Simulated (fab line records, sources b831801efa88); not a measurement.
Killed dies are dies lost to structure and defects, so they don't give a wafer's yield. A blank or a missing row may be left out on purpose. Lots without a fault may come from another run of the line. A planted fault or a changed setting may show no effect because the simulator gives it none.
Which tool did it? | flow sky130 | 12 lots, 36 wafers sampled, at 4 steps of a route of 708

WHAT THE GAUGES READ, wafer by wafer
SKY_VT_ADJUST_HVTP_OVL_MEAS_08.
lot  | measured     | on         | VT_ADJUST_HVTP_OVL (nm)
L853 | day 6 02:23  | overlay-01 | -1.1 -1.8 1.2
L854 | day 6 08:29  | overlay-01 | -1.6 1.1 -0.6
L855 | day 6 12:14  | overlay-02 | 1.1 -0.2 1.8
L857 | day 7 00:37  | overlay-01 | -0.1 1.8 0.6
L858 | day 7 08:58  | overlay-02 | -1.5 -2.4 -2.7
L859 | day 7 14:53  | overlay-01 | 1.4 2.3 0.7
L861 | day 8 04:28  | overlay-02 | -1.8 -1.2 -0.4
L864 | day 9 00:44  | overlay-02 | 1.1 1.5 1.9
L873 | day 11 11:17 | overlay-02 | -0.3 0.7 0.5
L874 | day 11 18:04 | overlay-02 | -2.4 0.1 -1.0
L875 | day 12 00:14 | overlay-02 | -2.9 -2.0 -1.8
L876 | day 12 02:05 | overlay-01 | 0.2 -2.5 -0.9

SKY_SONOS_ONO_THK_MEAS_05.
lot  | measured     | on            | SONOS_ONO_CVD_04_THK (nm)
L853 | day 11 14:05 | film_metro-03 | 5.82 5.89 5.82
L854 | day 11 21:11 | film_metro-01 | 5.92 6.00 5.88
L855 | day 12 03:28 | film_metro-01 | 5.88 5.85 5.84
L857 | day 12 19:40 | film_metro-04 | 5.60 5.67 5.60
L858 | day 13 06:11 | film_metro-04 | 5.84 5.75 5.75
L859 | day 14 09:02 | film_metro-04 | 5.86 5.74 5.73
L861 | day 14 09:01 | film_metro-01 | 5.69 5.77 5.87
L864 | day 15 07:11 | film_metro-03 | 9.60 9.60 9.62
L873 | day 18 08:37 | film_metro-03 | 5.80 5.84 5.78
L874 | day 18 16:57 | film_metro-03 | 5.63 5.62 5.68
L875 | day 18 21:02 | film_metro-04 | 5.83 5.73 5.77
L876 | day 19 00:23 | film_metro-04 | 5.72 5.67 5.71

SKY_GATE_OXIDE_THK_MEAS_02.
lot  | measured     | on            | GATE_OXIDE_OXIDATION_00_THK (nm)
L853 | day 12 15:46 | film_metro-01 | 10.35 10.43 10.19
L854 | day 13 00:38 | film_metro-01 | 10.75 10.70 10.72
L855 | day 13 05:02 | film_metro-01 | 10.13 10.31 10.19
L857 | day 13 23:38 | film_metro-02 | 10.25 10.47 10.39
L858 | day 14 09:46 | film_metro-02 | 10.30 10.49 10.58
L859 | day 15 14:17 | film_metro-02 | 10.48 10.29 10.49
L861 | day 15 15:41 | film_metro-03 | 10.36 10.25 10.10
L864 | day 16 13:49 | film_metro-02 | 10.35 10.22 10.52
L873 | day 19 20:32 | film_metro-03 | 10.22 10.16 10.24
L874 | day 20 08:49 | film_metro-03 | 10.30 10.31 10.25
L875 | day 20 08:49 | film_metro-02 | 9.98 10.08 9.97
L876 | day 20 08:52 | film_metro-03 | 10.25 10.34 10.41

WHICH TOOL RAN EACH LOT (tool, then ch and the chambers of the sampled wafers, then the start)
lot  | SKY_SONOS_ONO_CVD_04
L853 | lpcvd-03 ch 1, day 11 12:50
L854 | lpcvd-03 ch 1, day 11 19:56
L855 | lpcvd-03 ch 0, day 12 02:11
L857 | lpcvd-03 ch 0, day 12 18:24
L858 | lpcvd-03 ch 1, day 13 04:56
L859 | lpcvd-03 ch 0, day 14 07:46
L861 | lpcvd-03 ch 0, day 14 07:46
L864 | lpcvd-03 ch 0, day 15 05:18
L873 | lpcvd-03 ch 1, day 18 07:22
L874 | lpcvd-03 ch 0, day 18 15:05
L875 | lpcvd-03 ch 1, day 18 19:46
L876 | lpcvd-03 ch 1, day 18 23:08
- SKY_SONOS_ONO_CVD_04: deposits SiO2 from SiH4/N2O, target thk 5.7199 nm.

WHAT THE TOOLS THEMSELVES READ (means of the sampled wafers that have a number; where no wafer has one, the mark that the record gives instead)
SKY_SONOS_ONO_CVD_04.
lot  | tool     | pressure_mtorr (mTorr) | spike_tc_bottom_C (C) | spike_tc_top_C (C) | spike_tc_upper_C (C) | zone_power_bottom_pct (%) | zone_power_top_pct (%)
L853 | lpcvd-03 | 401.1                  | 921.6                 | 908.4              | 900.5                | 24.0                      | 33.5
L854 | lpcvd-03 | 400.9                  | 921.2                 | 910.0              | 901.3                | 23.9                      | 33.6
L855 | lpcvd-03 | 399.7                  | 920.6                 | 909.9              | 899.0                | 22.5                      | 31.0
L857 | lpcvd-03 | 398.9                  | 918.9                 | 909.9              | 898.8                | 22.8                      | 30.9
L858 | lpcvd-03 | 399.8                  | 921.7                 | 909.2              | 900.9                | 23.8                      | 33.5
L859 | lpcvd-03 | 400.9                  | 920.3                 | 908.8              | 898.7                | 22.7                      | 30.7
L861 | lpcvd-03 | 401.0                  | 919.8                 | 908.7              | 899.8                | 22.7                      | 31.2
L864 | lpcvd-03 | 400.4                  | 919.7                 | 909.4              | 900.2                | 22.6                      | 30.9
L873 | lpcvd-03 | 399.0                  | 921.6                 | 910.2              | 900.5                | 23.8                      | 33.6
L874 | lpcvd-03 | 399.9                  | 919.8                 | 909.6              | 898.8                | 22.8                      | 31.5
L875 | lpcvd-03 | 400.2                  | 921.8                 | 910.3              | 899.7                | 23.9                      | 33.1
L876 | lpcvd-03 | 400.5                  | 922.0                 | 909.9              | 900.2                | 23.7                      | 33.4

THE ANSWER, worked out from the rows above alone
Rule: what is usual is taken from the lots themselves. Put in order of their means at a reading, lots are off if they are a third of the lots or fewer, leave a main group of 4 or more, and stand apart from it by a gap of 3 or more times the standard deviation of the main group's means; of several such gaps the widest counts. A main group whose means are all the same, to the digits that the tables above print for the reading, isn't used. A lot without any number at a reading at which 4 lots or more have one is off too. The other lots that the step has rows for count as sound. The gauges are gone through in route order, then the tools' own readings, and for those a lot's mean is taken as printed above. The first step at which some lot is off is used, and at that step the reading that is off furthest; a lot without a number counts as furthest.
Off: L864, at SKY_SONOS_ONO_THK_MEAS_05 (SONOS_ONO_CVD_04_THK). The main group: mean 5.77 nm, standard deviation 0.087.
A tool fits if, at a process step before that reading, it ran every lot that is off, and no sound lot after the first of them. The gauges at SKY_SONOS_ONO_THK_MEAS_05 are tried like those tools. None of those tried fits.

WHAT THE SIMULATOR HAD PUT IN
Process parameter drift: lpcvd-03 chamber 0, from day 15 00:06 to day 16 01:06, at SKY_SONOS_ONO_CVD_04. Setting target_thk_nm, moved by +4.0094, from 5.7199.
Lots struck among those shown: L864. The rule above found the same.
